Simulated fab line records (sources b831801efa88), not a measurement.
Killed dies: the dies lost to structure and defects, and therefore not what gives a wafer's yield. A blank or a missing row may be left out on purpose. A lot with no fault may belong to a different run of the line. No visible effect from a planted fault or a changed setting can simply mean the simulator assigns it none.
Code-filled problem report in 8D (eight disciplines) form || flow sky130 || the parts of the form that need people (team, actions taken, sign-off) are left out

== 1. THE PROBLEM ==
CONTACT_CVD_00_THK at SKY_CONTACT_THK_MEAS_01 reads a mean of 24.6 nm on 4 wafers of 2 lots; wafers without a fault read 75.4 nm with a standard deviation of 1. Measured from the usual mean, that is -51 standard deviations.
Earliest sighting: wafer L885.3 on film_metro-01 at day 34 22:41. Wafers with a number at this step in the record: 18, from 6 lots. Rule for "out" (also "out of limits"): further than 4 standard deviations from the usual mean. The other wafers with a number count as sound.

== 2. WHAT IT IS AND WHAT IT IS NOT ==
{"question": "which readings at this step", "is": "CONTACT_CVD_00_THK", "is not": "-"}
{"question": "which lots", "is": "L885, L888", "is not": "L872, L874, L884, L892"}
{"question": "which wafers of those lots", "is": "L885.3, L885.5, L888.3, L888.5", "is not": "L885.4, L888.4"}
{"question": "read on which gauges", "is": "film_metro-01, film_metro-02", "is not": "film_metro-04"}
{"question": "when", "is": "from day 34 22:41", "is not": "up to then (10 sound wafers); but 4 sound wafers of L888, L892 came after"}

== 3. SUSPECTS, AND WHAT RULES EACH OUT ==
Counting: a tool at a process step up to the reading stays a suspect if it ran every lot that is out. Sound lots after the first of them don't rule it out here, since some wafers of a struck lot are sound.
- ruled out: the gauge at SKY_CONTACT_THK_MEAS_01. 2 gauges (film_metro-01, film_metro-02) read the wafers that are out.
- pecvd-03 at SKY_CONTACT_CVD_00 (deposits Si3N4, target thk 75 nm): kept. It processed each lot that is out (first: L885, day 34 22:38); up to then, its last sound lot is L874 (day 31 06:11).
- In pecvd-03 at SKY_CONTACT_CVD_00, the wafers that are out were processed in chamber 0 and their sound lot-mates in chambers 1, 2.
Remaining after the count: pecvd-03 at SKY_CONTACT_CVD_00.

== 4. THE CAUSE (what the simulator had put in) ==
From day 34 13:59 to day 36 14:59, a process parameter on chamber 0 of pecvd-03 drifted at SKY_CONTACT_CVD_00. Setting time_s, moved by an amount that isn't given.
Counting left only this tool.

== 5. THE CHAIN OF EFFECTS, in route order ==
Rows list readings where the struck wafers' mean (over those with a number) sits beyond 3 standard deviations from the usual. Readings are gone through only where the record gives a usual standard deviation; hours: the median, over the lots, of the time from a lot's start at the first step in this table giving one to that lot's start at this step; sigmas: the change measured in usual standard deviations.
{"hours": 0, "step": "SKY_CONTACT_THK_MEAS_01", "reading": "CONTACT_CVD_00_THK", "usual": "75.4 nm", "on struck wafers": 24.6, "change": -50.8, "sigmas": -51}
{"hours": "-", "step": "SKY_CONTACT_ETCH_18", "reading": "oes_product_au", "usual": "0.857 a.u.", "on struck wafers": 0.535, "change": -0.322, "sigmas": -42}
{"hours": "-", "step": "SKY_CONTACT_ETCH_18", "reading": "throttle_valve_pct", "usual": "8.793 %", "on struck wafers": 8.719, "change": -0.074, "sigmas": -7.4}
Here are the process steps it includes:
- SKY_CONTACT_ETCH_18: etches Si3N4 in CHF3/O2, stops on TiN, time 39 s, target depth 75 nm.
Readings that are blank on the struck wafers while sound wafers have them: rf_fwd_power_W at SKY_CONTACT_CVD_00.
Later measuring or inspecting steps at which every struck wafer that the step has a row for has a number for every such reading, and none has moved that far: SKY_CONTACT_THK_MEAS_03, SKY_CONTACT_BOW_MEAS_05, SKY_CONTACT_CD_MEAS_14, SKY_CONTACT_OVL_MEAS_15.

== 6. HOW IT WOULD HAVE BEEN CAUGHT EARLIER ==
Counted from the fault's start at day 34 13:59, it took 9 hours until the first out-of-limits reading at a measuring or inspecting step in this record, taken at day 34 22:41.
L888, from the lots that are out (2), started SKY_CONTACT_CVD_00 on pecvd-03 later than day 34 22:41. A tool hold placed at that time would have kept it from harm.
